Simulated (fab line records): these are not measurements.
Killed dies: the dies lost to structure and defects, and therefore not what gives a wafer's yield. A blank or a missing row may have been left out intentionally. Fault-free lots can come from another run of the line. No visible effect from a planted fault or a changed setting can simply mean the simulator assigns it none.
Split-lot experiment | flow sfq_line | 23 wafers read across 5 lots, on a route 325 steps long

== ABOUT THE SPLIT ==
At SFQ_TRILAYER_R5_LITHO_COAT_136 (resist thk 600 nm), the setting resist_thk_nm was moved away from the recipe's 600 nm on 5 of the 23 wafers read, by -2.9% to +4.8%. All remaining wafers had this setting at the recipe value.

Reading taken at the split's own step.

== THE READING ==
KrF_of_TRILAYER_R5_LITHO_COAT_136.thk_nm (the simulator's own value, which no gauge read), in nm, at SFQ_TRILAYER_R5_LITHO_COAT_136 (resist thk 600 nm). The file gives no usual value for it. Across the 18 wafers here that went through the recipe, the average is 601.0 nm and the standard deviation 1.4 nm.

wafer  | tool, chamber at the split | resist_thk_nm as run, nm | against the recipe | KrF_of_TRILAYER_R5_LITHO_COAT_136.thk_nm, nm | against lot-mates on the recipe
L074.1 | litho_track-01, 0          | 600                      | recipe             | 603.6                                        | -
L074.2 | litho_track-01, 0          | 629.1                    | +4.8%              | 628.1                                        | +26.8
L074.4 | litho_track-01, 0          | 600                      | recipe             | 601.4                                        | -
L074.5 | litho_track-01, 0          | 600                      | recipe             | 599                                          | -
L074.6 | litho_track-01, 0          | 629.1                    | +4.8%              | 631.3                                        | +30.0
L078.1 | litho_track-02, 0          | 600                      | recipe             | 601.4                                        | -
L078.3 | litho_track-02, 0          | 600                      | recipe             | 600.4                                        | -
L078.4 | litho_track-02, 0          | 600                      | recipe             | 600.9                                        | -
L081.1 | litho_track-03, 0          | 600                      | recipe             | 599.6                                        | -
L081.2 | litho_track-03, 0          | 582.8                    | -2.9%              | 584.3                                        | -15.1
L081.3 | litho_track-03, 0          | 582.8                    | -2.9%              | 581.4                                        | -18.0
L081.4 | litho_track-03, 0          | 600                      | recipe             | 599.2                                        | -
L081.5 | litho_track-03, 0          | 582.8                    | -2.9%              | 582.1                                        | -17.3
L083.1 | litho_track-03, 0          | 600                      | recipe             | 604.6                                        | -
L083.3 | litho_track-03, 0          | 600                      | recipe             | 600.9                                        | -
L083.5 | litho_track-03, 0          | 600                      | recipe             | 600.9                                        | -
L083.4 | litho_track-03, 0          | 600                      | recipe             | 602.9                                        | -
L083.6 | litho_track-03, 0          | 600                      | recipe             | 600.1                                        | -
L082.1 | litho_track-01, 0          | 600                      | recipe             | 601.6                                        | -
L082.2 | litho_track-01, 0          | 600                      | recipe             | 601.6                                        | -
L082.3 | litho_track-01, 0          | 600                      | recipe             | 600.1                                        | -
L082.4 | litho_track-01, 0          | 600                      | recipe             | 600.7                                        | -
L082.6 | litho_track-01, 0          | 600                      | recipe             | 599.9                                        | -

FIT RESULTS
A straight line over all 23 wafers: KrF_of_TRILAYER_R5_LITHO_COAT_136.thk_nm changes by +6.09 nm for each +1% of resist_thk_nm; r = +0.99; the points scatter about the line by 1.5 nm.
The same after taking each lot's own level away (the mean of its wafers on the recipe; 23 wafers): +5.85 nm for each +1%; r = +0.99; scatter 1.3 nm.
On that fit, the largest move of resist_thk_nm shifts the reading by 28 nm.
From 599.40 to 601.88 nm: that is the span of the lots' own levels, equal to 1.7 times the standard deviation above.
The two slopes agree, so the slope changes little with the lot-to-lot level.
Check: +29.3 nm against its lot-mates is what the line predicts for one of the wafers moved furthest among these (+4.8%) when that wafer is left out of the fit. Against them it came out at +26.8 nm.

== THE OTHER SPLITS THESE WAFERS WENT THROUGH ==
Note: prior to the reading, these wafers also went through further splits. Each is held against what the fit with the lots' levels taken away leaves over:
other split on the same wafers                   | wafers away from the commonest value | r with KrF_of_TRILAYER_R5_LITHO_COAT_136.thk_nm (lot level and that fit taken away)
SFQ_TRILAYER_I2_VIA_LITHO_COAT_072 spin_rpm      | 5                                    | -0.10
SFQ_TRILAYER_M3_DEP_SPUTTER_073 time_s           | 7                                    | +0.17
SFQ_TRILAYER_M3_LITHO_EXPOSE_076 dose_mj         | 5                                    | +0.45
SFQ_TRILAYER_M3_ETCH_METAL_ETCH_078 icp_w        | 5                                    | +0.13
SFQ_TRILAYER_I3_VIA_LITHO_COAT_085 resist_thk_nm | 8                                    | +0.15
SFQ_TRILAYER_M4_LITHO_COAT_098 spin_rpm          | 8                                    | +0.07
SFQ_TRILAYER_I4_VIA_LITHO_COAT_103 spin_rpm      | 7                                    | -0.04
SFQ_TRILAYER_JJ_TRILAYER_DEP_SPUTTER_109 power_w | 7                                    | -0.16
SFQ_TRILAYER_JJ_CE_LITHO_COAT_114 resist_thk_nm  | 6                                    | -0.40
SFQ_TRILAYER_JJ_CE_ETCH_RIE_118 bias_w           | 10                                   | +0.15
SFQ_TRILAYER_M5_LITHO_EXPOSE_124 dose_mj         | 8                                    | -0.20
SFQ_TRILAYER_M5_ETCH_METAL_ETCH_126 bias_w       | 11                                   | -0.24

== THE FILE'S OWN FIT ==
KrF_of_TRILAYER_R5_LITHO_COAT_136.thk_nm changes by +5.85 nm for each +1% of resist_thk_nm, r = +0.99.
